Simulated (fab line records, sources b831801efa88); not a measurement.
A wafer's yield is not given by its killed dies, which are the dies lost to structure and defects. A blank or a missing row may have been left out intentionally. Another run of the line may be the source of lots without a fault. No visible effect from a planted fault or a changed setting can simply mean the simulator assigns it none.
A lot that was struck, set against a sound lot || flow sfqLine || 15 steps out of a route of 325
Sound: these wafers, L898.1, L898.5, L898.6. Struck: wafers L914.2, L914.3, L914.5. The cause is given at the end.
Order at every step that has rows: each side's tool, ch and its chambers, its first start. Under that, the readings that differ: sound wafers || struck wafers || difference of the means || sigmas: that difference in standard deviations of wafers without a fault.
alike: readings whose means differ by less than 2 such deviations, and words and numbers that are the same on both sides. not compared: withheld readings, readings that some wafer has no value for, bounds like >300 that may hide the same value, and numbers for which the record gives no deviation and whose values overlap.
Wherever a step has rows on one side only, a row that says differs or no value, or a row with sigmas, the two part there. When numbers do not overlap yet have no deviation, they are printed without sigmas and do not part them. A reading that every wafer of one side lacks parts them only if that side has two wafers or more.

SFQ_I5_OVL_MEAS_936:
  sound: overlay-02 at day 59 15:05; struck: overlay-02 at day 64 20:32
  alike: I5_OVL
SFQ_TRILAYER_I5_BARC_OPEN_VIA_ETCH_200: etches BARC in O2, target depth 125 nm, time 41.7 s.
  sound on rieDiel-02 ch 1,2,3, day 59 15:07; struck on rieDiel-03 ch 0,1,2, day 64 20:34
  alike: drypumpMotorCurrentA, oesProductAu, rfFwdPowerW
  not compared: rfHoursCounterH
SFQ_TRILAYER_I5_ETCH_VIA_ETCH_147: etches the open film in CHF3, stops on Nb, target depth 360 nm.
  sound on rieDiel-02 ch 1,2,3, day 59 15:10; struck on rieDiel-03 ch 0,1,2, day 64 20:37
  alike: drypumpMotorCurrentA, oesProductAu, rfFwdPowerW
SFQ_TRILAYER_I5_STRIP_STRIP_148: strips in O2.
  sound on rieMetal-01 ch 0,1, day 59 15:19; struck on rieMetal-01 ch 0,1, day 64 20:46
  alike: drypumpMotorCurrentA, oesProductAu
  not compared: rfHoursCounterH
then, 7 steps without rows for these wafers: SFQ_TRILAYER_I5_STRIP_SOLV_CLEAN_149 (cleans in NMP, time 600 s); SFQ_TRILAYER_C5_LITHO_COAT_156 (resist thk 62 nm); SFQ_TRILAYER_C5_LITHO_COAT_151 (resist thk 650 nm); SFQ_TRILAYER_C5_LITHO_SOFTBAKE_155; SFQ_TRILAYER_C5_LITHO_EXPOSE_152 (exposes mask C5, target cd 500 nm); SFQ_TRILAYER_C5_LITHO_PEB_154 (peb time 60 s); SFQ_TRILAYER_C5_LITHO_DEVELOP_153 (time 60 s).
-- the record jumps here: 5 days lie between the struck wafers' starts before and after --
SFQ_C5_OVL_MEAS_937:
  sound: overlay-01 at day 64 09:58; struck: overlay-01 at day 69 11:59
  alike: C5_OVL
SFQ_TRILAYER_C5_BARC_OPEN_VIA_ETCH_210: etches BARC in O2, target depth 125 nm, time 41.7 s.
  sound on rieDiel-04 ch 0,3, day 64 10:01; struck on rieDiel-02 ch 1,2,3, day 69 12:01
{"reading": "rfFwdPowerW (W)", "sound": "496.1 495.0 490.3", "struck": "296.2 296.7 295.2", "difference": -197.8, "sigmas": -99}
{"reading": "model.KrF_of_TRILAYER_C5_LITHO_COAT_151.thkNm (nm)", "sound": "577.5 576.5 575.7", "struck": "590.1 592.4 591", "difference": "+14.6", "sigmas": ""}
  alike: drypumpMotorCurrentA, oesProductAu
  not compared: rfHoursCounterH
SFQ_TRILAYER_C5_ETCH_VIA_ETCH_154: etches SiO2 in CHF3, stops on Nb, target depth 84 nm.
  sound on rieDiel-04 ch 0,3, day 64 10:03; struck on rieDiel-02 ch 1,2,3, day 69 12:04
{"reading": "model.KrF_of_TRILAYER_C5_LITHO_COAT_151.thkNm (nm)", "sound": "563.1 562.2 560.9", "struck": "575 578.3 577.1", "difference": "+15", "sigmas": ""}
  alike: drypumpMotorCurrentA, oesProductAu, rfFwdPowerW
SFQ_TRILAYER_C5_STRIP_STRIP_155: strips in O2.
  sound on rieMetal-03 ch 0,1, day 64 10:06; struck on rieMetal-01 ch 0,1, day 69 12:06
  alike: drypumpMotorCurrentA, oesProductAu
  not compared: rfHoursCounterH

WHERE THEY PART
Only at SFQ_TRILAYER_C5_BARC_OPEN_VIA_ETCH_210, within this record. Later steps at which nothing parts them and some readings are alike: SFQ_TRILAYER_C5_ETCH_VIA_ETCH_154, SFQ_TRILAYER_C5_STRIP_STRIP_155.

WHY: the cause the simulator had injected
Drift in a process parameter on rieDiel-02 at SFQ_TRILAYER_C5_BARC_OPEN_VIA_ETCH_210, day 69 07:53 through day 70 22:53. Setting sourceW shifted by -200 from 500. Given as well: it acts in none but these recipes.
